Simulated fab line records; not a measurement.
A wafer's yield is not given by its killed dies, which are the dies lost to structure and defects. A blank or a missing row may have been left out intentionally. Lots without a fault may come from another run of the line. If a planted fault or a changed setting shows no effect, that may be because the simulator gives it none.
Which tool did it?	flow sky130	11 lots, 32 wafers sampled, at 2 steps of a route of 708

== WHAT THE GAUGES SHOWED, per wafer ==
SKY_SONOS_ONO_THK_MEAS_05. Usual: SONOS_ONO_CVD_04_THK 5.72 nm, standard deviation 0.12.
lot	measured	on	SONOS_ONO_CVD_04_THK (nm)	flag
L735	day 11 14:49	film_metro-04	5.67 5.65 5.67	
L736	day 11 20:23	film_metro-02	5.75 5.72 5.75	
L738	day 13 17:26	film_metro-01	6.06 6.02 5.91	
L745	day 14 13:51	film_metro-01	5.83 5.86	
L748	day 15 12:59	film_metro-02	5.66 5.79 5.59	
L750	day 16 13:05	film_metro-04	5.71 5.75 5.79	
L753	day 17 18:58	film_metro-02	5.53 5.53 5.59	
L752	day 17 20:14	film_metro-04	5.94 5.86 5.92	
L755	day 18 09:25	film_metro-04	5.69 5.66 5.80	
L758	day 19 02:41	film_metro-01	5.83 5.84 5.89	
L757	day 19 02:42	film_metro-02	5.64 5.67 5.59	

SKY_POLY_GATE_CD_MEAS_22. Usual: cd_nm 149.2 nm, standard deviation 1.7.
lot	measured	on	cd_nm (nm)	flag
L735	day 16 00:02	cd_sem-02	145.9 146.7 148.8	
L736	day 16 15:53	cd_sem-01	150.4 150.7 151.0	
L738	day 18 21:04	cd_sem-02	150.3 149.5 150.5	
L745	day 20 00:19	cd_sem-02	149.6 147.1	
L748	day 20 21:43	cd_sem-01	148.6 149.2 149.6	
L750	day 22 01:04	cd_sem-02	145.1 148.7 146.5	
L753	day 23 07:24	cd_sem-02	149.2 149.0 149.9	
L752	day 23 11:14	cd_sem-02	149.4 147.6 150.0	
L755	day 23 17:58	cd_sem-02	147.5 148.3 148.3	
L758	day 24 13:53	cd_sem-01	149.2 147.5 148.8	
L757	day 24 11:35	cd_sem-02	149.1 147.6 148.8	

== WHICH TOOL RAN EACH LOT (tool, then ch and the chambers of the sampled wafers, then the start) ==
Record: no process step prior to these readings.

== AS READ BY THE TOOLS THEMSELVES (means over the sampled wafers that have a number; for cases with no such wafer, the mark the record gives instead) ==
The record holds no such reading with a usual standard deviation.

== THE ANSWER, worked out from the rows above alone ==
Rule: take the mean of a lot's wafers that have a number; if it is more than 3 standard deviations from the usual mean, the lot is off. Also off: a lot with no number at a reading for which 4 or more lots have one. Any other lot the step has rows for is counted as sound. First the gauges in route order, then the tools' own readings, where a lot's mean is used as printed above. The first step at which some lot is off is used, and at that step the reading that is off furthest; a lot without a number counts as furthest.
No lot is off at any reading shown: from this, nothing can be told.

== WHAT HAD BEEN PUT IN BY THE SIMULATOR ==
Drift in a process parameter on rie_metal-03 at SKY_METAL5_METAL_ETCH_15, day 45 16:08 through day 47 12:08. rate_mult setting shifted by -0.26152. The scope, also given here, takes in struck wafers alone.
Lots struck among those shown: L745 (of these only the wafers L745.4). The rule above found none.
